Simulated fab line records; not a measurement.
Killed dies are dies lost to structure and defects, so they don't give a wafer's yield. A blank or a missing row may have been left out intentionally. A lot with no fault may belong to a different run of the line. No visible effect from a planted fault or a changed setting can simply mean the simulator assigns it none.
Which tool is to blame? :: flow sky130 :: 7 lots, 21 wafers sampled, at 1 step of a route of 708

WHAT THE GAUGES SHOWED, per wafer
SKY_LOCAL_INTERCONNECT_RS_MEAS_01: the measuring method here is four-point-probe.
lot: L465
measured: day 30 14:45
on: filmMetro-04
LOCAL_INTERCONNECT_TIN_RS (ohm/sq): 14.25 14.21 14.18

lot: L472
measured: day 32 06:48
on: filmMetro-03
LOCAL_INTERCONNECT_TIN_RS (ohm/sq): 14.36 14.03 14.06

lot: L474
measured: day 33 11:51
on: filmMetro-02
LOCAL_INTERCONNECT_TIN_RS (ohm/sq): 14.08 13.97 14.04

lot: L476
measured: day 33 18:26
on: filmMetro-03
LOCAL_INTERCONNECT_TIN_RS (ohm/sq): 14.18 14.20 14.20

lot: L478
measured: day 34 10:27
on: filmMetro-03
LOCAL_INTERCONNECT_TIN_RS (ohm/sq): 13.95 14.12 14.02

lot: L483
measured: day 35 16:28
on: filmMetro-02
LOCAL_INTERCONNECT_TIN_RS (ohm/sq): 13.73 13.99 13.96

lot: L484
measured: day 36 02:26
on: filmMetro-02
LOCAL_INTERCONNECT_TIN_RS (ohm/sq): 14.15 14.35 14.38

TOOL THAT RAN EACH LOT (tool first, then ch and the chambers of the sampled wafers, then the start)
Before these readings, the record contains no process step.

THE ANSWER, worked out from the rows above alone
Rule: the lots themselves supply what counts as usual. Put in order of their means at a reading, lots are off if they are a third of the lots or fewer, leave a main group of 4 or more, and stand apart from it by a gap of 3 or more times the standard deviation of the main group's means; of several such gaps the widest counts. A main group whose means are all the same, to the digits that the tables above print for the reading, isn't used. Also off: a lot with no number at a reading for which 4 or more lots have one. All remaining lots with rows at the step are treated as sound.
No lot is off at any reading shown: from this, nothing can be told.

WHAT HAD BEEN PUT IN BY THE SIMULATOR
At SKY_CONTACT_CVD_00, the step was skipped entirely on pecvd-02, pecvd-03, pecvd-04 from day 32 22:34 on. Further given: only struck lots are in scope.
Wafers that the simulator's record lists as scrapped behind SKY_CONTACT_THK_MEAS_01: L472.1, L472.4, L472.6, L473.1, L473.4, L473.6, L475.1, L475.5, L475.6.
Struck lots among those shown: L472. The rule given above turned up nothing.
